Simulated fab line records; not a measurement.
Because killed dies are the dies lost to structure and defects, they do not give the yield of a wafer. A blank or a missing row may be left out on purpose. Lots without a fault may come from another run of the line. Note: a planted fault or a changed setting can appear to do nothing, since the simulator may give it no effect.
fab line records + flow sky130 + part 1 of 2: steps 1 to 43 of 44
[record]
- lots = 6
- wafers = 18
- lastDay = 50
route steps=708 shown VIA2@525 METAL3@532 CAPM@537 PAD_OPEN@708
lots that met no fault: from a run of the same line without faults
startH: hours from the record's opening day to when the first of the lot's shown wafers began + waitH: hours since the lot's step before + " unchanged from the row above + L1.1+2: several wafers, shown together as one row + - no value, or no start given + * or withheld: withheld + < > ~ a bound
route shown NAME@n: NAME is a module with steps in the file, n the number in the route of the first one + usual: mean and standard deviation over wafers with no fault + same: alike in all rows + chamber/n: place in a boat + sites: each site's reading + _std_site: standard deviation of those values + _edge_site: outer sites' mean less inner sites' + radiusMm: for every site, how far away it sits from the centre of the wafer + mask NAME#n: copy n + behind: the most recent tool/chamber to have shaped the wafer + hold: cause of the lot's hold/its duration in hours/its outcome + device: which transistor (n, p or np) failed to switch + end of line: the same wafers' tests at the end of the route + a step given without rows: its recipe and nothing more + killed: dies that structure and defects cost at the first sort, which is not the same as the wafer's yield + map: a wafer's dies, marking killed ones x, the rest . and places with no die _
set.NAME: the setting that was run; set.NAME@STEP: the one run at that earlier step + model.NAME: the simulator's own value behind a step, which no gauge read
a table for each step, a row for each wafer; lots at some steps of the route
services: from which hour (startH, from the record's first day; less than 0 if before it) a tool's chamber was out of use, for how many hours, and why
[[steps]]
[step SKY_VIA2_CLEAN_18]
[recipe]
- chemistry = IPA
- timeS = 180
- tempC = 25
[step SKY_VIA2_CLEAN_19]
[recipe]
- chemistry = O3/DIW
- dry = n2Spin
[step SKY_VIA2_SPUTTER_20]
[recipe]
- material = TiN
- targetThkNm = 20
- chamberPressurePa = 5
- powerW = 4000
- timeS = 80
[step SKY_VIA2_CVD_21]
[recipe]
- material = W
- targetThkNm = 420
- timeS = 126.4
- tempC = 400
- pressureTorr = 40
[step SKY_VIA2_RS_MEAS_22]
[recipe]
- thkMeasGauge = four-point-probe
- reads = W_of_VIA2_CVD_21+TiN_of_VIA2_SPUTTER_20
[usual]
- VIA2_W_RS = 0.2736/0.0023
| lot.wafer | tool         | chamber | startH  | waitH | VIA2_W_RS[ohm/sq] |
|-----------|--------------|---------|---------|-------|-------------------|
| L681.1    | filmMetro-04 | -       | 901.18  | 0.1   | 0.2754            |
| L681.3    | "            | -       | "       | "     | 0.2733            |
| L681.4    | "            | -       | "       | "     | 0.2760            |
| L683.1    | filmMetro-02 | -       | 915.15  | 0.1   | 0.2731            |
| L683.2    | "            | -       | "       | "     | 0.2720            |
| L683.5    | "            | -       | "       | "     | 0.2732            |
| L684.1    | filmMetro-04 | -       | 931.80  | 0.1   | 0.2714            |
| L684.3    | "            | -       | "       | "     | 0.2720            |
| L684.5    | "            | -       | "       | "     | 0.2703            |
| L689.2    | filmMetro-04 | -       | 966.22  | 0.1   | 0.2737            |
| L689.3    | "            | -       | "       | "     | 0.2764            |
| L689.5    | "            | -       | "       | "     | 0.2802            |
| L695.2    | filmMetro-03 | -       | 999.91  | 0.1   | 0.2724            |
| L695.3    | "            | -       | "       | "     | 0.2727            |
| L695.6    | "            | -       | "       | "     | 0.2753            |
| L697.1    | filmMetro-03 | -       | 1024.47 | 0.1   | 0.2740            |
| L697.2    | "            | -       | "       | "     | 0.2739            |
| L697.6    | "            | -       | "       | "     | 0.2726            |
[step SKY_VIA2_THK_MEAS_23]
[recipe]
- thkMeasGauge = xrf
- reads = W_of_VIA2_CVD_21
[usual]
- VIA2_W_THK = 419/5.9
| lot.wafer | tool         | chamber | startH  | waitH | VIA2_W_THK[nm] |
|-----------|--------------|---------|---------|-------|----------------|
| L681.1    | filmMetro-04 | -       | 901.30  | 0.1   | 413            |
| L681.3    | "            | -       | "       | "     | 414            |
| L681.4    | "            | -       | "       | "     | 414            |
| L683.1    | filmMetro-02 | -       | 915.27  | 0.1   | 422            |
| L683.2    | "            | -       | "       | "     | 425            |
| L683.5    | "            | -       | "       | "     | 422            |
| L684.1    | filmMetro-04 | -       | 931.92  | 0.1   | 422            |
| L684.3    | "            | -       | "       | "     | 422            |
| L684.5    | "            | -       | "       | "     | 423            |
| L689.2    | filmMetro-04 | -       | 966.33  | 0.1   | 416            |
| L689.3    | "            | -       | "       | "     | 409            |
| L689.5    | "            | -       | "       | "     | 406            |
| L695.2    | filmMetro-03 | -       | 1000.02 | 0.1   | 423            |
| L695.3    | "            | -       | "       | "     | 424            |
| L695.6    | "            | -       | "       | "     | 419            |
| L697.1    | filmMetro-03 | -       | 1024.59 | 0.1   | 419            |
| L697.2    | "            | -       | "       | "     | 418            |
| L697.6    | "            | -       | "       | "     | 423            |
[step SKY_VIA2_CMP_24]
[recipe]
- stopOn = SiO2
- tOverpolishS = 20
- downForcePsi = 3.5
- platenRpm = 60
- targetThkNm = 0
- padVelocityMS = 0.94248
[step SKY_METAL3_SPUTTER_00]
[recipe]
- material = Ti
- targetThkNm = 15
- powerW = 3000
- timeS = 10
- chamberPressurePa = 0.4
[usual]
- chamberPressurePa = 0.4000/0.00072
- throttleValvePct = 29.2/1.5
| lot.wafer | tool          | chamber | startH  | waitH | chamberPressurePa | throttleValvePct |
|-----------|---------------|---------|---------|-------|-------------------|------------------|
| L681.1    | pvdSputter-01 | -       | 901.66  | 0.1   | 0.4004            | 30.1             |
| L681.3    | "             | -       | "       | "     | 0.4005            | 29.2             |
| L681.4    | "             | -       | "       | "     | 0.4022            | 29.9             |
| L683.1    | pvdSputter-03 | -       | 915.63  | 0.1   | 0.4009            | 28.5             |
| L683.2    | "             | -       | "       | "     | 0.3998            | 29.9             |
| L683.5    | "             | -       | "       | "     | 0.3991            | 27.9             |
| L684.1    | pvdSputter-02 | -       | 932.28  | 0.1   | 0.4003            | 26.4             |
| L684.3    | "             | -       | "       | "     | 0.4002            | 31.5             |
| L684.5    | "             | -       | "       | "     | 0.3994            | 26.4             |
| L689.2    | pvdSputter-03 | -       | 966.68  | 0.2   | 0.3995            | 30.4             |
| L689.3    | "             | -       | "       | "     | 0.3998            | 28.7             |
| L689.5    | "             | -       | "       | "     | 0.3998            | 30.1             |
| L695.2    | pvdSputter-02 | -       | 1000.37 | 0.2   | 0.3993            | 31.4             |
| L695.3    | "             | -       | "       | "     | 0.4003            | 30.1             |
| L695.6    | "             | -       | "       | "     | 0.4003            | 26.5             |
| L697.1    | pvdSputter-02 | -       | 1024.95 | 0.1   | 0.4000            | 26.3             |
| L697.2    | "             | -       | "       | "     | 0.4005            | 30.3             |
| L697.6    | "             | -       | "       | "     | 0.4002            | 30.3             |
[step SKY_METAL3_SPUTTER_01]
[recipe]
- material = TiN
- targetThkNm = 20
- powerW = 6500
- timeS = 16.7
- chamberPressurePa = 0.4
[step SKY_METAL3_SPUTTER_02]
[recipe]
- material = AlCu
- targetThkNm = 735
- powerW = 10600
- timeS = 39.1
- chamberPressurePa = 0.4
[usual]
- chamberPressurePa = 0.4000/0.00076
- throttleValvePct = 29.2/1.5
| lot.wafer | tool          | chamber | startH  | waitH | chamberPressurePa | throttleValvePct |
|-----------|---------------|---------|---------|-------|-------------------|------------------|
| L681.1    | pvdSputter-01 | -       | 901.71  | 0.0   | 0.3993            | 30.6             |
| L681.3    | "             | -       | "       | "     | 0.3993            | 29.5             |
| L681.4    | "             | -       | "       | "     | 0.4001            | 29.9             |
| L683.1    | pvdSputter-03 | -       | 915.68  | 0.0   | 0.4003            | 28.7             |
| L683.2    | "             | -       | "       | "     | 0.4002            | 30.0             |
| L683.5    | "             | -       | "       | "     | 0.3996            | 27.6             |
| L684.1    | pvdSputter-02 | -       | 932.33  | 0.0   | 0.4006            | 26.5             |
| L684.3    | "             | -       | "       | "     | 0.3988            | 31.3             |
| L684.5    | "             | -       | "       | "     | 0.4001            | 26.2             |
| L689.2    | pvdSputter-03 | -       | 966.73  | 0.0   | 0.4000            | 30.2             |
| L689.3    | "             | -       | "       | "     | 0.4001            | 28.7             |
| L689.5    | "             | -       | "       | "     | 0.3991            | 29.9             |
| L695.2    | pvdSputter-02 | -       | 1000.42 | 0.0   | 0.4003            | 31.2             |
| L695.3    | "             | -       | "       | "     | 0.4008            | 30.2             |
| L695.6    | "             | -       | "       | "     | 0.3996            | 26.5             |
| L697.1    | pvdSputter-02 | -       | 1025.00 | 0.0   | 0.4012            | 25.9             |
| L697.2    | "             | -       | "       | "     | 0.3992            | 30.3             |
| L697.6    | "             | -       | "       | "     | 0.3994            | 30.3             |
[step SKY_METAL3_SPUTTER_03]
[recipe]
- material = Ti
- targetThkNm = 5
- powerW = 3000
- timeS = 3.3
- chamberPressurePa = 0.4
[step SKY_METAL3_SPUTTER_04]
[recipe]
- material = TiN
- targetThkNm = 70
- powerW = 6500
- timeS = 58.3
- chamberPressurePa = 0.4
[usual]
- chamberPressurePa = 0.4000/0.00093
- throttleValvePct = 29.2/1.5
| lot.wafer | tool          | chamber | startH  | waitH | chamberPressurePa | throttleValvePct |
|-----------|---------------|---------|---------|-------|-------------------|------------------|
| L681.1    | pvdSputter-01 | -       | 901.77  | 0.0   | 0.4013            | 30.2             |
| L681.3    | "             | -       | "       | "     | 0.4007            | 29.3             |
| L681.4    | "             | -       | "       | "     | 0.3997            | 29.9             |
| L683.1    | pvdSputter-03 | -       | 915.74  | 0.0   | 0.4002            | 28.5             |
| L683.2    | "             | -       | "       | "     | 0.3994            | 29.6             |
| L683.5    | "             | -       | "       | "     | 0.3995            | 27.7             |
| L684.1    | pvdSputter-02 | -       | 932.39  | 0.0   | 0.3985            | 26.3             |
| L684.3    | "             | -       | "       | "     | 0.3988            | 31.5             |
| L684.5    | "             | -       | "       | "     | 0.3987            | 26.5             |
| L689.2    | pvdSputter-03 | -       | 966.79  | 0.0   | 0.4000            | 30.2             |
| L689.3    | "             | -       | "       | "     | 0.3991            | 28.9             |
| L689.5    | "             | -       | "       | "     | 0.4004            | 29.7             |
| L695.2    | pvdSputter-02 | -       | 1000.47 | 0.0   | 0.4007            | 31.4             |
| L695.3    | "             | -       | "       | "     | 0.4009            | 30.0             |
| L695.6    | "             | -       | "       | "     | 0.4014            | 26.4             |
| L697.1    | pvdSputter-02 | -       | 1025.05 | 0.0   | 0.4003            | 26.3             |
| L697.2    | "             | -       | "       | "     | 0.3995            | 30.1             |
| L697.6    | "             | -       | "       | "     | 0.3993            | 30.2             |
[step SKY_CAPM_CVD_00]
[recipe]
- material = SiO2
- targetThkNm = 15.5
- tempC = 400
- timeS = withheld
- rfW = 450
[usual]
- heaterPowerW = 721/95
- rfFwdPowerW = 441.8/2.2
| lot.wafer | tool     | chamber | startH  | waitH | heaterPowerW | rfFwdPowerW | model.SiO2_of_CAPM_CVD_00.thkNm |
|-----------|----------|---------|---------|-------|--------------|-------------|---------------------------------|
| L681.1    | pecvd-02 | 0       | 901.82  | 0.0   | 663          | 439.5       | 15.22                           |
| L681.3    | "        | 1       | "       | "     | 525          | 441.4       | 15.56                           |
| L681.4    | "        | 1       | "       | "     | 538          | 442.1       | 16                              |
| L683.1    | pecvd-02 | 1       | 915.79  | 0.0   | 665          | 371.6       | 14.83                           |
| L683.2    | "        | 0       | "       | "     | 693          | 443.6       | 15.65                           |
| L683.5    | "        | 1       | "       | "     | 665          | 372.7       | 15.14                           |
| L684.1    | pecvd-02 | 1       | 932.44  | 0.0   | 678          | 369.3       | 14.83                           |
| L684.3    | "        | 0       | "       | "     | 706          | 440.3       | 15.53                           |
| L684.5    | "        | 0       | "       | "     | 716          | 441.4       | 16.05                           |
| L689.2    | pecvd-03 | 1       | 966.84  | 0.0   | 788          | 439.7       | 15.48                           |
| L689.3    | "        | 2       | "       | "     | 546          | 441.3       | 15.16                           |
| L689.5    | "        | 0       | "       | "     | 748          | 442.0       | 15.41                           |
| L695.2    | pecvd-01 | 0       | 1000.52 | 0.0   | 818          | 440.0       | 15.44                           |
| L695.3    | "        | 2       | "       | "     | 653          | 444.4       | 15.35                           |
| L695.6    | "        | 1       | "       | "     | 632          | 441.1       | 15.75                           |
| L697.1    | pecvd-01 | 0       | 1025.10 | 0.0   | 753          | 438.8       | 15.45                           |
| L697.2    | "        | 1       | "       | "     | 730          | 441.9       | 15.52                           |
| L697.6    | "        | 0       | "       | "     | 785          | 439.7       | 15.59                           |
[step SKY_CAPM_THK_MEAS_01]
[recipe]
- reads = SiO2_of_CAPM_CVD_00
[usual]
- CAPM_CVD_00_THK = 15.52/0.23
| lot.wafer | tool         | chamber | startH  | waitH | CAPM_CVD_00_THK[nm] |
|-----------|--------------|---------|---------|-------|---------------------|
| L681.1    | filmMetro-02 | -       | 901.84  | -     | 15.20               |
| L681.3    | "            | -       | "       | "     | 15.53               |
| L681.4    | "            | -       | "       | "     | 15.96               |
| L683.1    | filmMetro-01 | -       | 915.81  | -     | 14.82               |
| L683.2    | "            | -       | "       | "     | 15.68               |
| L683.5    | "            | -       | "       | "     | 15.10               |
| L684.1    | filmMetro-02 | -       | 932.46  | -     | 14.80               |
| L684.3    | "            | -       | "       | "     | 15.54               |
| L684.5    | "            | -       | "       | "     | 16.04               |
| L689.2    | filmMetro-02 | -       | 966.87  | -     | 15.48               |
| L689.3    | "            | -       | "       | "     | 15.13               |
| L689.5    | "            | -       | "       | "     | 15.45               |
| L695.2    | filmMetro-01 | -       | 1000.55 | -     | 15.41               |
| L695.3    | "            | -       | "       | "     | 15.40               |
| L695.6    | "            | -       | "       | "     | 15.75               |
| L697.1    | filmMetro-01 | -       | 1025.12 | -     | 15.39               |
| L697.2    | "            | -       | "       | "     | 15.56               |
| L697.6    | "            | -       | "       | "     | 15.58               |
[step SKY_CAPM_SPUTTER_02]
[recipe]
- material = TiN
- targetThkNm = 200
- tempC = 300
- powerW = 6500
- timeS = 166.7
- chamberPressurePa = 0.4
[usual]
- chamberPressurePa = 0.4000/0.00079
- throttleValvePct = 29.9/0.72
| lot.wafer | tool          | chamber | startH  | waitH | chamberPressurePa | throttleValvePct |
|-----------|---------------|---------|---------|-------|-------------------|------------------|
| L681.1    | pvdSputter-04 | -       | 901.90  | 0.1   | 0.4010            | 31.0             |
| L681.3    | "             | -       | "       | "     | 0.4005            | 28.8             |
| L681.4    | "             | -       | "       | "     | 0.4012            | 30.0             |
| L683.1    | pvdSputter-04 | -       | 915.87  | 0.1   | 0.3996            | 30.6             |
| L683.2    | "             | -       | "       | "     | 0.3994            | 28.8             |
| L683.5    | "             | -       | "       | "     | 0.4003            | 29.8             |
| L684.1    | pvdSputter-04 | -       | 932.52  | 0.1   | 0.4007            | 31.0             |
| L684.3    | "             | -       | "       | "     | 0.3997            | 28.9             |
| L684.5    | "             | -       | "       | "     | 0.3995            | 30.7             |
| L689.2    | pvdSputter-01 | -       | 966.92  | 0.0   | 0.4004            | 30.2             |
| L689.3    | "             | -       | "       | "     | 0.3993            | 29.4             |
| L689.5    | "             | -       | "       | "     | 0.3989            | 29.9             |
| L695.2    | pvdSputter-04 | -       | 1000.60 | 0.0   | 0.4006            | 29.5             |
| L695.3    | "             | -       | "       | "     | 0.4008            | 31.2             |
| L695.6    | "             | -       | "       | "     | 0.3999            | 30.0             |
| L697.1    | pvdSputter-01 | -       | 1025.18 | 0.1   | 0.4014            | 29.9             |
| L697.2    | "             | -       | "       | "     | 0.4001            | 30.3             |
| L697.6    | "             | -       | "       | "     | 0.3999            | 29.6             |
[step SKY_CAPM_RS_MEAS_03]
[recipe]
- thkMeasGauge = four-point-probe
- reads = TiN_of_CAPM_SPUTTER_02
[usual]
- CAPM_TIN_RS = 6.87/0.063
| lot.wafer | tool         | chamber | startH  | waitH | CAPM_TIN_RS[ohm/sq] |
|-----------|--------------|---------|---------|-------|---------------------|
| L681.1    | filmMetro-01 | -       | 902.01  | 0.1   | 6.80                |
| L681.3    | "            | -       | "       | "     | 6.80                |
| L681.4    | "            | -       | "       | "     | 6.81                |
| L683.1    | filmMetro-04 | -       | 915.98  | 0.1   | 6.88                |
| L683.2    | "            | -       | "       | "     | 6.89                |
| L683.5    | "            | -       | "       | "     | 6.93                |
| L684.1    | filmMetro-04 | -       | 932.63  | 0.1   | 6.85                |
| L684.3    | "            | -       | "       | "     | 6.80                |
| L684.5    | "            | -       | "       | "     | 6.87                |
| L689.2    | filmMetro-01 | -       | 967.05  | 0.1   | 6.85                |
| L689.3    | "            | -       | "       | "     | 6.87                |
| L689.5    | "            | -       | "       | "     | 6.91                |
| L695.2    | filmMetro-04 | -       | 1000.73 | 0.1   | 6.88                |
| L695.3    | "            | -       | "       | "     | 6.95                |
| L695.6    | "            | -       | "       | "     | 6.98                |
| L697.1    | filmMetro-02 | -       | 1025.29 | 0.1   | 6.83                |
| L697.2    | "            | -       | "       | "     | 6.86                |
| L697.6    | "            | -       | "       | "     | 6.86                |
[step SKY_CAPM_THK_MEAS_04]
[recipe]
- thkMeasGauge = xrf
- reads = TiN_of_CAPM_SPUTTER_02
[usual]
- CAPM_TIN_THK = 202.8/2
| lot.wafer | tool         | chamber | startH  | waitH | CAPM_TIN_THK[nm] |
|-----------|--------------|---------|---------|-------|------------------|
| L681.1    | filmMetro-01 | -       | 902.13  | 0.1   | 205.0            |
| L681.3    | "            | -       | "       | "     | 205.2            |
| L681.4    | "            | -       | "       | "     | 204.9            |
| L683.1    | filmMetro-04 | -       | 916.10  | 0.1   | 204.6            |
| L683.2    | "            | -       | "       | "     | 203.3            |
| L683.5    | "            | -       | "       | "     | 202.2            |
| L684.1    | filmMetro-04 | -       | 932.75  | 0.1   | 204.8            |
| L684.3    | "            | -       | "       | "     | 206.8            |
| L684.5    | "            | -       | "       | "     | 204.7            |
| L689.2    | filmMetro-01 | -       | 967.16  | 0.1   | 203.6            |
| L689.3    | "            | -       | "       | "     | 203.5            |
| L689.5    | "            | -       | "       | "     | 203.0            |
| L695.2    | filmMetro-04 | -       | 1000.84 | 0.1   | 205.0            |
| L695.3    | "            | -       | "       | "     | 202.7            |
| L695.6    | "            | -       | "       | "     | 202.8            |
| L697.1    | filmMetro-02 | -       | 1025.41 | 0.1   | 203.0            |
| L697.2    | "            | -       | "       | "     | 201.6            |
| L697.6    | "            | -       | "       | "     | 201.9            |
[step SKY_CAPM_DEHYDRATE_05]
[recipe]
- tempC = 200
- timeS = 60
[step SKY_CAPM_HMDS_06]
[recipe]
- primeTimeS = 60
- primeTempC = 120
[step SKY_CAPM_COAT_07]
[recipe]
- resist = NOVOLAK
- spinRpm = 3000
- resistThkNm = 1140
[step SKY_CAPM_SOFTBAKE_08]
[recipe]
- tempC = 90
- timeS = 60
- resist = NOVOLAK
[step SKY_CAPM_EXPOSE_09]
[recipe]
- maskId = CAPM
- na = 0.6
- sourceShape = conventional
- sigmaOuter = 0.6
- polarization = unpolarized
- targetCdNm = 1000
- doseMj = 159
[step SKY_CAPM_PEB_10]
[recipe]
- tempC = withheld
- timeS = *
- resist = NOVOLAK
[step SKY_CAPM_DEVELOP_11]
[recipe]
- resist = NOVOLAK
- developer = TMAH
- developTimeS = 60
- devTempC = 23
[step SKY_CAPM_OVL_MEAS_12]
[usual]
- CAPM_OVL = 1.2/1.4
| lot.wafer | tool       | chamber | startH  | waitH | CAPM_OVL[nm] |
|-----------|------------|---------|---------|-------|--------------|
| L681.1    | overlay-02 | -       | 925.89  | 0.1   | -0.4         |
| L681.3    | "          | -       | "       | "     | 0.8          |
| L681.4    | "          | -       | "       | "     | -0.3         |
| L683.1    | overlay-02 | -       | 941.23  | 0.1   | 3.6          |
| L683.2    | "          | -       | "       | "     | 2.6          |
| L683.5    | "          | -       | "       | "     | 1.6          |
| L684.1    | overlay-02 | -       | 956.82  | 0.1   | 2.7          |
| L684.3    | "          | -       | "       | "     | 2.0          |
| L684.5    | "          | -       | "       | "     | 3.5          |
| L689.2    | overlay-02 | -       | 989.94  | 0.1   | 0.7          |
| L689.3    | "          | -       | "       | "     | 2.0          |
| L689.5    | "          | -       | "       | "     | 3.2          |
| L695.2    | overlay-02 | -       | 1024.04 | 0.1   | 0.9          |
| L695.3    | "          | -       | "       | "     | 0.4          |
| L695.6    | "          | -       | "       | "     | 1.8          |
| L697.1    | overlay-02 | -       | 1047.83 | 0.1   | 0.1          |
| L697.2    | "          | -       | "       | "     | 0.1          |
| L697.6    | "          | -       | "       | "     | 1.7          |
[step SKY_CAPM_METAL_ETCH_13]
[recipe]
- targetDepthNm = 220
- stopOn = SiO2
- chemistry = Cl2/BCl3
- target = TiN
- pressureMtorr = 10
- icpW = 900
- biasW = 48.5
- Cl2_flow_sccm = 60
- bcl3FlowSccm = 30
- timeS = 62.9
[step SKY_CAPM_STRIP_14]
[recipe]
- chemistry = O2/N2
- powerW = 1400
- pressureMtorr = 1500
- platenTempC = withheld
- o2FlowSccm = 3000
- n2FlowSccm = 300
- overashFraction = 0.5
[usual]
- drypumpMotorCurrentA = 5.38/0.17
- oesProductAu = 0.710/0.0045
- stripTimeToEndpointS = 12.64/0.047
| lot.wafer | tool           | chamber | startH  | waitH | drypumpMotorCurrentA | oesProductAu | rfHoursCounterH | stripTimeToEndpointS |
|-----------|----------------|---------|---------|-------|----------------------|--------------|-----------------|----------------------|
| L681.1    | plasmaAsher-03 | 0       | 926.00  | 0.1   | 5.33                 | 0.713        | 49              | 12.70                |
| L681.3    | "              | 1       | "       | "     | 5.60                 | 0.711        | -               | 12.71                |
| L681.4    | "              | 0       | "       | "     | 5.36                 | 0.716        | -               | 12.69                |
| L683.1    | plasmaAsher-03 | 0       | 941.34  | 0.1   | 5.37                 | 0.709        | 50              | 12.57                |
| L683.2    | "              | 1       | "       | "     | 5.57                 | 0.708        | 50              | 12.60                |
| L683.5    | "              | 0       | "       | "     | 5.33                 | 0.707        | -               | 12.65                |
| L684.1    | plasmaAsher-03 | 0       | 956.94  | 0.1   | 5.36                 | 0.706        | 52              | 12.67                |
| L684.3    | "              | 0       | "       | "     | 5.36                 | 0.707        | -               | 12.65                |
| L684.5    | "              | 1       | "       | "     | 5.58                 | 0.714        | -               | 12.63                |
| L689.2    | plasmaAsher-02 | 0       | 990.04  | 0.1   | 5.28                 | 0.713        | 25              | 12.60                |
| L689.3    | "              | 1       | "       | "     | 5.36                 | 0.709        | -               | 12.63                |
| L689.5    | "              | 0       | "       | "     | 5.29                 | 0.709        | -               | 12.70                |
| L695.2    | plasmaAsher-03 | 0       | 1024.15 | 0.1   | 5.37                 | 0.722        | 58              | 12.57                |
| L695.3    | "              | 1       | "       | "     | 5.59                 | 0.711        | -               | 12.59                |
| L695.6    | "              | 1       | "       | "     | 5.58                 | 0.707        | -               | 12.57                |
| L697.1    | plasmaAsher-04 | 1       | 1047.95 | 0.1   | 4.93                 | 0.703        | 122             | 12.62                |
| L697.2    | "              | 0       | "       | "     | 5.43                 | 0.709        | 122             | 12.61                |
| L697.6    | "              | 1       | "       | "     | 4.96                 | 0.713        | -               | 12.61                |
[step SKY_CAPM_STRIP_15]
[recipe]
- chemistry = postEtchResidueRemover
- timeS = 1200
- tempC = 72.5
[step SKY_CAPM_CLEAN_16]
[recipe]
- chemistry = IPA
- timeS = 180
- tempC = 25
[step SKY_CAPM_CLEAN_17]
[recipe]
- chemistry = O3/DIW
- dry = n2Spin
[step SKY_METAL3_DEHYDRATE_05]
[recipe]
- tempC = 200
- timeS = 60
[step SKY_METAL3_HMDS_06]
[recipe]
- primeTimeS = 60
- primeTempC = 120
[step SKY_METAL3_COAT_07]
[recipe]
- resist = BARC
- tempC = withheld
- timeS = withheld
- spinRpm = 3000
- resistThkNm = 60
[step SKY_METAL3_COAT_08]
[recipe]
- resist = KrF-thick
- spinRpm = 3000
- resistThkNm = 1140
[step SKY_METAL3_SOFTBAKE_09]
[recipe]
- tempC = 100
- timeS = 90
- resist = KrF-thick
[step SKY_METAL3_EXPOSE_10]
[recipe]
- maskId = MM3
- na = 0.68
- sourceShape = annular
- sigmaInner = 0.4
- sigmaOuter = 0.8
- targetCdNm = 300
- doseMj = 28
[step SKY_METAL3_PEB_11]
[recipe]
- pebTempC = withheld
- pebTimeS = withheld
- resist = KrF-thick
[step SKY_METAL3_DEVELOP_12]
[recipe]
- developTimeS = 60
- resist = KrF-thick
- devTempC = 21
[step SKY_METAL3_CD_MEAS_13]
[recipe]
- targetCdNm = 300
[usual]
- cdNm = 299.4/1.6
| lot.wafer | tool     | chamber | startH  | waitH | cdNm  |
|-----------|----------|---------|---------|-------|-------|
| L681.1    | cdSem-01 | -       | 951.24  | -     | 299.4 |
| L681.3    | "        | -       | "       | "     | 300.4 |
| L681.4    | "        | -       | "       | "     | 300.2 |
| L683.1    | cdSem-02 | -       | 965.81  | -     | 298.6 |
| L683.2    | "        | -       | "       | "     | 298.1 |
| L683.5    | "        | -       | "       | "     | 301.2 |
| L684.1    | cdSem-01 | -       | 981.66  | -     | 299.3 |
| L684.3    | "        | -       | "       | "     | 297.8 |
| L684.5    | "        | -       | "       | "     | 299.5 |
| L689.2    | cdSem-01 | -       | 1014.46 | -     | 300.9 |
| L689.3    | "        | -       | "       | "     | 299.4 |
| L689.5    | "        | -       | "       | "     | 300.6 |
| L695.2    | cdSem-02 | -       | 1046.93 | -     | 299.5 |
| L695.3    | "        | -       | "       | "     | 298.7 |
| L695.6    | "        | -       | "       | "     | 299.4 |
| L697.1    | cdSem-01 | -       | 1069.79 | -     | 298.3 |
| L697.2    | "        | -       | "       | "     | 297.6 |
| L697.6    | "        | -       | "       | "     | 298.6 |
[step SKY_METAL3_OVL_MEAS_14]
[usual]
- METAL3_OVL = -5/5.1
| lot.wafer | tool       | chamber | startH  | waitH | METAL3_OVL[nm] |
|-----------|------------|---------|---------|-------|----------------|
| L681.1    | overlay-02 | -       | 951.36  | 0.1   | -5             |
| L681.3    | "          | -       | "       | "     | 3              |
| L681.4    | "          | -       | "       | "     | 2              |
| L683.1    | overlay-01 | -       | 965.93  | 0.1   | -7             |
| L683.2    | "          | -       | "       | "     | -10            |
| L683.5    | "          | -       | "       | "     | -6             |
| L684.1    | overlay-01 | -       | 981.78  | 0.1   | -6             |
| L684.3    | "          | -       | "       | "     | -14            |
| L684.5    | "          | -       | "       | "     | -14            |
| L689.2    | overlay-01 | -       | 1014.56 | 0.1   | 1              |
| L689.3    | "          | -       | "       | "     | -1             |
| L689.5    | "          | -       | "       | "     | -1             |
| L695.2    | overlay-02 | -       | 1047.04 | 0.1   | -2             |
| L695.3    | "          | -       | "       | "     | -1             |
| L695.6    | "          | -       | "       | "     | -3             |
| L697.1    | overlay-01 | -       | 1069.91 | 0.1   | -6             |
| L697.2    | "          | -       | "       | "     | -1             |
| L697.6    | "          | -       | "       | "     | 5              |
[step SKY_METAL3_DESCUM_15]
[recipe]
- chemistry = O2
- sourcePowerW = 150
- biasPowerW = 0
- pressureMtorr = 10
- tempC = 40
- timeS = 8
[step SKY_METAL3_ETCH_16]
[recipe]
- chemistry = N2/H2
- target = BARC
- ionEnergyEv = 200
- biasW = 100
- pressureMtorr = 30
- n2FlowSccm = 100
- h2FlowSccm = 200
- icpW = 500
- stopOn = SiO2
- timeS = 88.2
- targetDepthA = 600
[step SKY_METAL3_ETCH_17]
[recipe]
- target = SiO2
- stopOn = TiN
- chemistry = C4F8/O2/Ar
- sourceW = 1500
- biasW = 1200
- pressureMtorr = 40
- c4f8FlowSccm = withheld
- O2_flow_sccm = 6
- Ar_flow_sccm = 300
- timeS = 3.9
- targetDepthA = 150
[usual]
- oesProductAu = 0.755/0.007
| lot.wafer | tool       | chamber | startH  | waitH | oesProductAu | model.etch.depthNm |
|-----------|------------|---------|---------|-------|--------------|--------------------|
| L681.1    | rieDiel-04 | 3       | 951.52  | 0.1   | 0.747        | 15.22              |
| L681.3    | "          | 2       | "       | "     | 0.756        | 15.56              |
| L681.4    | "          | 1       | "       | "     | 0.764        | 16                 |
| L683.1    | rieDiel-01 | 2       | 966.10  | 0.1   | 0.739        | 14.83              |
| L683.2    | "          | 1       | "       | "     | 0.760        | 15.65              |
| L683.5    | "          | 3       | "       | "     | 0.742        | 15.14              |
| L684.1    | rieDiel-04 | 3       | 981.95  | 0.1   | 0.736        | 14.83              |
| L684.3    | "          | 0       | "       | "     | 0.758        | 15.53              |
| L684.5    | "          | 2       | "       | "     | 0.771        | 16.05              |
| L689.2    | rieDiel-01 | 3       | 1014.72 | 0.1   | 0.752        | 15.48              |
| L689.3    | "          | 2       | "       | "     | 0.751        | 15.16              |
| L689.5    | "          | 0       | "       | "     | 0.749        | 15.41              |
| L695.2    | rieDiel-02 | 0       | 1047.20 | 0.1   | 0.748        | 15.44              |
| L695.3    | "          | 3       | "       | "     | 0.759        | 15.35              |
| L695.6    | "          | 3       | "       | "     | 0.753        | 15.75              |
| L697.1    | rieDiel-02 | 3       | 1070.07 | 0.1   | 0.756        | 15.45              |
| L697.2    | "          | 0       | "       | "     | 0.750        | 15.52              |
| L697.6    | "          | 1       | "       | "     | 0.750        | 15.59              |
[[key]]
[firstSign]
- step = SKY_CAPM_CVD_00
- reading = rfFwdPowerW
- direction = down
- sigmas = 32
- usual = 441.8
- struck = 371.2
[effect]
- step = SKY_CAPM_THK_MEAS_01
- reading = CAPM_CVD_00_THK
- direction = down
- sigmas = 2.7
- usual = 15.52
- struck = 14.91
[modelEffect]
- step = SKY_CAPM_CVD_00
- value = SiO2_of_CAPM_CVD_00.thkNm
- without = 15.72
- struck = 14.93
[modelEffect]
- step = SKY_METAL3_ETCH_17
- value = etch.depthNm
- without = 15.72
- struck = 14.93
[modelEffect]
- step = SKY_PAD_OPEN_PROBE_99
- value = etest.capMim.bvV
- without = 14.15
- struck = 13.44
metAt SKY_CAPM_CVD_00
struckWafers L683.1,L683.5,L684.1
onsetBetween 901.82 915.79
[fault]
- kind = processParameterDrift
- tool = pecvd-02
- chamber = 1
- onsetH = 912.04
- steps = SKY_CAPM_CVD_00
- channel = rfW
- offset = -72
- shape = step
- endH = 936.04
- actsIn = theseRecipesOnly
- stated = 450
